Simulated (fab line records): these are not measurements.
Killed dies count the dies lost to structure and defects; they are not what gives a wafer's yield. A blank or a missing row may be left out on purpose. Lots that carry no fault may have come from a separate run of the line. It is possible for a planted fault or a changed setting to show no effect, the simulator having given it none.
A struck lot beside a sound one -- flow sky130 -- 16 steps out of a route of 708
Sound: these wafers, L550.1, L550.4, L550.6. Struck: wafer L561.1 (left out: L561.2, L561.3 of the same lot, which were not struck); the cause appears at the end.
Each step with rows lists, per side, the tool, then ch with its chambers, then its first start. Under that, the readings that differ: sound wafers -- struck wafers -- difference of the means -- sigmas: that difference in standard deviations of wafers without a fault.
alike: a reading whose means differ by less than 2 such deviations, as well as words and numbers matching on both sides. not compared: withheld readings; readings where some wafer has no value; bounds like >300 that might hide an equal value; numbers whose values overlap and for which the record gives no deviation.
The two part at a step that has a row with sigmas, a row that says differs or no value, or rows on one side only. Numbers that don't overlap but have no deviation are shown without sigmas and don't part them. A reading that every wafer of one side lacks parts them only if that side has two wafers or more.

SKY_VIA1_CMP_02: polishes SiO2.
  sound on cmp-01 ch 0,1, day 34 23:53; struck on cmp-02 ch 2, day 39 04:22
  alike: motor current A
SKY_VIA1_BOW_MEAS_03:
  sound on film metro-02 at day 35 00:11; struck on film metro-04 at day 39 04:40
  alike: VIA1_BOW
then, 8 steps without rows for these wafers: SKY_VIA1_DEHYDRATE_04 (time 60 s); SKY_VIA1_HMDS_05 (prime time 60 s); SKY_VIA1_COAT_06 (resist thk 60 nm); SKY_VIA1_COAT_07 (resist thk 450 nm); SKY_VIA1_SOFTBAKE_08 (time 90 s); SKY_VIA1_EXPOSE_09 (exposes mask VIM, target cd 150 nm); SKY_VIA1_PEB_10; SKY_VIA1_DEVELOP_11 (develop time 60 s).
SKY_VIA1_CD_MEAS_12: target cd 150 nm.
  sound on cd sem-01 at day 36 02:53; struck on cd sem-02 at day 40 05:59
  alike: cd nm
SKY_VIA1_OVL_MEAS_13:
  sound on overlay-01 at day 36 03:01; struck on overlay-01 at day 40 06:07
  alike: VIA1_OVL
SKY_VIA1_ETCH_14: etches BARC in N2/H2, stops on SiO2, time 45.9 s, target depth 60 nm.
  sound on rie diel-02 ch 2,3, day 36 03:02; struck on rie diel-01 ch 3, day 40 06:08
reading,sound,struck,difference,sigmas
oes product au (a.u.),0.856 0.859 0.853,0.906,+0.050,+10
run length s (s),74.7 74.7 74.7,72.1,-2.6,-5
throttle valve pct (%),13.203 13.231 13.231,13.253,+0.031,+3
model.KrF-thick_of_VIA1_COAT_07.thk nm (nm),393.6 392.4 393.5,396.3,+3.1,
  alike: drypump motor current A
  not compared: rf hours counter h
SKY_VIA1_ETCH_15: etches SiO2 in C4F8/O2/Ar, stops on TiN, target depth 351 nm, time 54 s.
  sound on rie diel-02 ch 2,3, day 36 03:05; struck on rie diel-01 ch 3, day 40 06:11
reading,sound,struck,difference,sigmas
model.KrF-thick_of_VIA1_COAT_07.thk nm (nm),323.8 322.1 323.4,326.5,+3.4,
  alike: oes product au, run length s
  not compared: rf hours counter h
SKY_VIA1_STRIP_16: strips in O2/N2.
  sound on plasma asher-01 ch 0,1, day 36 03:08; struck on plasma asher-03 ch 0, day 40 06:14
reading,sound,struck,difference,sigmas
oes product au (a.u.),0.421 0.418 0.419,0.405,-0.014,-3
  alike: drypump motor current A, strip time to endpoint s
  not compared: rf hours counter h
-- the record jumps here: 10 days lie between the struck wafers' starts before and after (it left off in module VIA1 and takes up again in module PAD_OPEN, whose first step shown is number 708 of the route) --
SKY_PAD_OPEN_PROBE_99:
  sound on prober-01 at day 47 10:13; struck on prober-02 at day 50 11:31
  alike: defect limited yield, killed_at_M0_to_M3, killed_at_M4_up, killed at contacts, killed at front end, killed at other, killed dies, killed on rim, killed open, killed short, sort_bin_3_pad_short, sort_bin_5_function, sort_bin_6_memory, sort n pass, sort yield pct

## WHERE THEY PART
Last at SKY_VIA1_STRIP_16 as far as this record goes, first at SKY_VIA1_ETCH_14. Later steps at which nothing parts them and some readings are alike: SKY_PAD_OPEN_PROBE_99.

WHY: what the simulator had put in
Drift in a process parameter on rie diel-01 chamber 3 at SKY_VIA1_ETCH_14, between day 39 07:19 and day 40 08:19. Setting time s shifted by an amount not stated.
